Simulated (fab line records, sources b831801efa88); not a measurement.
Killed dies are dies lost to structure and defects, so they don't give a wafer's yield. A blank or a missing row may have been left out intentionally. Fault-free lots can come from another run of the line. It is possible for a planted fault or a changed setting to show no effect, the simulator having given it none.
Lot-split experiment    flow sky130    route with 708 steps; 5 lots, 23 wafers read

== ABOUT THE SPLIT ==
At SKY_SD_P_DEVELOP_06 (develop time 60 s), the setting dev temp c was moved away from the recipe's 23 C on 11 of the 23 wafers read, by -8.3% to +15.0%. The other wafers ran this setting at the recipe's value.

Split to reading: the file shows no intervening step.

== THE READING ==
At SKY_SD_P_CD_MEAS_07: cd nm in nanometres, against a target cd of 380 nm. Typical for fault-free wafers on this fab line: 379.7 nm, with standard deviation 2.2 nm.

wafer   tool, chamber at the split  dev temp c as run, C  against the recipe  cd nm, nm  against lot-mates on the recipe
L078.2  litho track-02, 0           23                    recipe              378.2      -
L078.3  litho track-02, 0           23                    recipe              379.4      -
L078.6  litho track-02, 0           23                    recipe              377.7      -
L079.1  litho track-01, 0           26.46                 +15.0%              369.8      -12.3
L079.2  litho track-01, 0           26.46                 +15.0%              370.9      -11.2
L079.4  litho track-01, 0           23                    recipe              383.1      -
L079.5  litho track-01, 0           26.46                 +15.0%              369.4      -12.8
L079.6  litho track-01, 0           23                    recipe              381.2      -
L080.1  litho track-02, 0           25.43                 +10.6%              369.2      -11.3
L080.2  litho track-02, 0           23                    recipe              380.5      -
L080.4  litho track-02, 0           23                    recipe              380.5      -
L080.5  litho track-02, 0           25.43                 +10.6%              370.1      -10.4
L080.6  litho track-02, 0           23                    recipe              380.5      -
L081.1  litho track-03, 0           23                    recipe              378.8      -
L081.2  litho track-03, 0           24.18                 +5.1%               372.6      -5.6
L081.3  litho track-03, 0           24.18                 +5.1%               373.4      -4.9
L081.4  litho track-03, 0           23                    recipe              377.7      -
L081.5  litho track-03, 0           24.18                 +5.1%               370.8      -7.4
L085.1  litho track-01, 0           23                    recipe              378.0      -
L085.2  litho track-01, 0           21.09                 -8.3%               385.0      +4.9
L085.3  litho track-01, 0           21.09                 -8.3%               384.1      +4.0
L085.4  litho track-01, 0           21.09                 -8.3%               386.3      +6.2
L085.5  litho track-01, 0           23                    recipe              382.3      -

FIT RESULTS
A straight line over all 23 wafers: cd nm changes by -0.731 nm for each +1% of dev temp c; r = -0.92; the points scatter about the line by 2.1 nm.
The same after taking each lot's own level away (the mean of its wafers on the recipe; 23 wafers): -0.803 nm for each +1%; r = -0.97; scatter 1.4 nm.
That fit puts the effect of the largest move of dev temp c on the reading at 12 nm.
The span of the lots' own levels, 378.25 to 382.15 nm, comes to 1.8 times the standard deviation stated above.
Hence the lot-to-lot level has little effect on the slope; both slopes agree.
Check: with one of the wafers moved furthest among these (+15.0%) left out of the fit, the line predicts -12.9 nm for it against its lot-mates. It came out at -12.3 nm against them.

== ADDITIONAL SPLITS CARRIED BY THESE WAFERS ==
Other splits were also applied to these wafers ahead of the reading. Each is held against what the fit with the lots' levels taken away leaves over:
other split on the same wafers      wafers away from the commonest value  r with cd nm (lot level and that fit taken away)
SKY_LDD_P_EXPOSE_04 dose mj         6                                     -0.07
SKY_LDD_P_IMPLANT_09 energy kev     6                                     -0.13
SKY_LDD_HVN_SOFTBAKE_03 temp c      12                                    -0.19
SKY_LDD_HVP_IMPLANT_08 energy kev   6                                     -0.06
SKY_POLY_CUT_COAT_03 resist thk nm  5                                     +0.23
SKY_POLY_CUT_ETCH_10 ion energy ev  6                                     +0.19

== THE FILE'S OWN FIT ==
cd nm changes by -0.853 nm for each +1% of dev temp c, r = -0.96.
